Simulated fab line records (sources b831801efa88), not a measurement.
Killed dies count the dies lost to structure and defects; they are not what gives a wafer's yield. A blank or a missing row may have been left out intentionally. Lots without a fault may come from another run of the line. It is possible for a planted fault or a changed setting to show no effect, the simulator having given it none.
Struck lot and sound lot, side by side || flow gf180mcu || 16 out of 602 route steps
Sound: these wafers, L601.4, L601.5, L601.6. Wafers L606.3, L606.5, L606.6 were the ones struck. At the end, the cause is stated.
For every step that has rows: the tool of each side, followed by ch and its chambers, followed by its first start. Under that, the readings that differ: sound wafers || struck wafers || difference of the means || sigmas: that difference in standard deviations of wafers without a fault.
alike: words and numbers the same on both sides, and readings whose means are apart by under 2 such deviations; not compared: readings that were withheld, readings missing a value for some wafer, numbers with overlapping values and no deviation given by the record, and bounds like >300 which may hide the same value.
Wherever a step has rows on one side only, a row that says differs or no value, or a row with sigmas, the two part there. Numbers that have no deviation but don't overlap get no sigmas and don't part them. Lack of a reading on every wafer of one side parts them only where that side has two or more wafers.

first, 1 step without rows for these wafers: GF_HV_LDD_DEVELOP_06 (develop time 60 s).
GF_HV_LDD_CD_MEAS_07: the cd target is 400 nm.
  sound on cdSem-02 at day 11 18:10; struck on cdSem-01 at day 13 09:49
  alike: cdNm
GF_HV_LDD_OVL_MEAS_08:
  sound on overlay-01 at day 11 18:14; struck on overlay-02 at day 13 09:55
  alike: HV_LDD_OVL
next, for these wafers, 1 step has no rows: GF_HV_LDD_IMPLANT_09.
GF_HV_LDD_STRIP_10: strips in O2/N2.
  sound on plasmaAsher-02 ch 0,1, day 11 18:26; struck on plasmaAsher-03 ch 0,1, day 13 10:07
  alike: drypumpMotorCurrentA, heaterPowerW, oesProductAu, stripTimeToEndpointS
  not compared: rfHoursCounterH
GF_HV_LDD_TW_MEAS_11:
  sound on filmMetro-02 at day 11 18:32; struck on filmMetro-01 at day 13 10:12
  alike: HV_LDD_TW
then, 6 steps without rows for these wafers: GF_HV_LDD_DEHYDRATE_12 (time 60 s); GF_HV_LDD_HMDS_13 (prime time 60 s); GF_HV_LDD_COAT_14 (resist thk 1000 nm); GF_HV_LDD_SOFTBAKE_15 (time 60 s); GF_HV_LDD_EXPOSE_16 (exposes mask Pplus LV AREA, target cd 400 nm); GF_HV_LDD_PEB_17.
GF_HV_LDD_DEVELOP_18: develop time 60 s.
  sound on lithoTrack-03 ch 0, day 12 13:47; struck on lithoTrack-03 ch 0, day 14 06:49
GF_HV_LDD_CD_MEAS_19: the cd target is 400 nm.
  sound on cdSem-02 at day 12 13:55; struck on cdSem-01 at day 14 06:57
{"reading": "cdNm (nm)", "sound": "399.3 400.8 400.7", "struck": "364.4 363.4 364.5", "difference": -36.2, "sigmas": -13}
GF_HV_LDD_OVL_MEAS_20:
  sound on overlay-02 at day 12 14:00; struck on overlay-02 at day 14 07:02
  alike: HV_LDD_01_OVL
-- record jumps: 18 days separate the struck wafers' starts on either side; left off in module HV_LDD, taken up again in module PASSIVATION, whose first shown step is the route's number 602 --
GF_PASSIVATION_PROBE_99:
  the record has rows for the struck wafers here (prober-02, day 32 14:16) and none for the sound ones

== WHERE THEY PART ==
At GF_HV_LDD_CD_MEAS_19 first; at GF_PASSIVATION_PROBE_99 last (within this record only).

WHY: what had been put in by the simulator
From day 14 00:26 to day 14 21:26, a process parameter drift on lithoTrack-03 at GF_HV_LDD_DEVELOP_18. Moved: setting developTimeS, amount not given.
